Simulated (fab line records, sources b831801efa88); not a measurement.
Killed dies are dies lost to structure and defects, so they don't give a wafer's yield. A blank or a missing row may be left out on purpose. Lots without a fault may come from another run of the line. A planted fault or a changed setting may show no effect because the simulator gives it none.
Which tool did it? | flow sky130 | 11 lots, 33 wafers sampled, at 3 steps of a route of 708

WHAT THE GAUGES READ, wafer by wafer
SKY_LDD_N_TW_MEAS_17.
lot  | measured     | on            | LDD_N_TW
L542 | day 18 19:29 | film_metro-02 | 2588 2592 2586
L543 | day 19 12:34 | film_metro-02 | 2606 2592 2606
L544 | day 20 01:00 | film_metro-02 | 2591 2592 2580
L545 | day 20 09:42 | film_metro-04 | 2598 2603 2608
L546 | day 21 03:28 | film_metro-03 | 2578 2573 2587
L549 | day 21 16:46 | film_metro-04 | 2611 2600 2617
L556 | day 24 04:44 | film_metro-02 | 2551 2549 2566
L557 | day 24 23:07 | film_metro-03 | 2511 2519 2521
L558 | day 25 06:06 | film_metro-02 | 2596 2593 2599
L560 | day 25 16:01 | film_metro-03 | 2566 2560 2575
L561 | day 25 20:41 | film_metro-02 | 2599 2583 2586

WHICH TOOL RAN EACH LOT (tool, then ch and the chambers of the sampled wafers, then the start)
lot  | SKY_LDD_N_IMPLANT_08            | SKY_LDD_N_STRIP_16
L542 | implanter-02 ch 0, day 18 18:12 | plasma_asher-01 ch 0,1, day 18 19:22
L543 | implanter-02 ch 0, day 19 11:16 | plasma_asher-01 ch 1, day 19 12:27
L544 | implanter-03 ch 0, day 19 23:42 | plasma_asher-03 ch 0,1, day 20 00:54
L545 | implanter-01 ch 0, day 20 08:27 | plasma_asher-03 ch 0,1, day 20 09:37
L546 | implanter-03 ch 0, day 21 01:16 | plasma_asher-02 ch 0,1, day 21 03:22
L549 | implanter-01 ch 0, day 21 15:28 | plasma_asher-01 ch 0,1, day 21 16:39
L556 | implanter-03 ch 0, day 24 03:26 | plasma_asher-01 ch 0,1, day 24 04:38
L557 | implanter-03 ch 0, day 24 21:49 | plasma_asher-03 ch 0,1, day 24 23:00
L558 | implanter-01 ch 0, day 25 04:51 | plasma_asher-03 ch 0,1, day 25 06:01
L560 | implanter-02 ch 0, day 25 14:44 | plasma_asher-02 ch 0,1, day 25 15:55
L561 | implanter-02 ch 0, day 25 19:23 | plasma_asher-01 ch 0,1, day 25 20:35
- SKY_LDD_N_IMPLANT_08
- SKY_LDD_N_STRIP_16: strips in O2/N2.

WHAT THE TOOLS THEMSELVES READ (means of the sampled wafers that have a number; where no wafer has one, the mark that the record gives instead)
SKY_LDD_N_IMPLANT_08.
lot  | tool         | dose_ions_cm2 | end_station_pressure_torr (Torr) | faraday_current_uA
L542 | implanter-02 | 7.500e+13     | 5.42e-06                         | 412
L543 | implanter-02 | 7.504e+13     | 5.26e-06                         | 426
L544 | implanter-03 | 7.497e+13     | 5.26e-06                         | 430
L545 | implanter-01 | 7.504e+13     | 5.40e-06                         | 420
L546 | implanter-03 | 7.498e+13     | 5.13e-06                         | 420
L549 | implanter-01 | 7.490e+13     | 5.32e-06                         | 425
L556 | implanter-03 | 4.781e+13     | 5.15e-06                         | 269
L557 | implanter-03 | 4.772e+13     | 5.22e-06                         | 266
L558 | implanter-01 | 7.499e+13     | 5.17e-06                         | 422
L560 | implanter-02 | 7.504e+13     | 5.22e-06                         | 425
L561 | implanter-02 | 7.496e+13     | 5.65e-06                         | 424

SKY_LDD_N_STRIP_16.
lot  | tool            | drypump_motor_current_A (A) | oes_product_au (a.u.) | strip_time_to_endpoint_s (s)
L542 | plasma_asher-01 | 5.6                         | 0.403                 | 4.319
L543 | plasma_asher-01 | 5.8                         | 0.408                 | 4.314
L544 | plasma_asher-03 | 5.8                         | 0.405                 | 4.310
L545 | plasma_asher-03 | 5.3                         | 0.406                 | 4.308
L546 | plasma_asher-02 | 5.9                         | 0.405                 | 4.312
L549 | plasma_asher-01 | 5.7                         | 0.402                 | 4.316
L556 | plasma_asher-01 | 5.6                         | 0.407                 | 4.244
L557 | plasma_asher-03 | 5.3                         | 0.402                 | 4.217
L558 | plasma_asher-03 | 5.3                         | 0.404                 | 4.319
L560 | plasma_asher-02 | 5.9                         | 0.405                 | 4.327
L561 | plasma_asher-01 | 5.6                         | 0.410                 | 4.310

THE ANSWER, worked out from the rows above alone
Rule: what is usual is taken from the lots themselves. Put in order of their means at a reading, lots are off if they are a third of the lots or fewer, leave a main group of 4 or more, and stand apart from it by a gap of 3 or more times the standard deviation of the main group's means; of several such gaps the widest counts. A main group whose means are all the same, to the digits that the tables above print for the reading, isn't used. A lot without any number at a reading at which 4 lots or more have one is off too. The other lots that the step has rows for count as sound. The gauges are gone through in route order, then the tools' own readings, and for those a lot's mean is taken as printed above. The first step at which some lot is off is used, and at that step the reading that is off furthest; a lot without a number counts as furthest.
Off: L556, L557, at SKY_LDD_N_IMPLANT_08 (dose_ions_cm2). The main group: mean 7.499e+13, standard deviation 4.4e+10.
A tool fits if, at that step or a process step before it, it ran every lot that is off, and no sound lot after the first of them. One fits: implanter-03 at SKY_LDD_N_IMPLANT_08. Its last sound lot is L546 (day 21 01:16), its first lot that is off L556 (day 24 03:26): a fault that began between those two fits.
The tool's own readings at SKY_LDD_N_IMPLANT_08 bear it out: on the lots that are off they differ by more than 5 times the standard deviation of the sound lots' means. dose_ions_cm2 reads 4.776e+13 there against 7.499e+13 on the sound lots; faraday_current_uA reads 268 there against 423 on the sound lots.

WHAT THE SIMULATOR HAD PUT IN
Process parameter drift: implanter-03, from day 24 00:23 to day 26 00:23, at SKY_LDD_N_IMPLANT_08. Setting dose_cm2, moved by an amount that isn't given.
Lots struck among those shown: L556, L557. The rule above found the same.
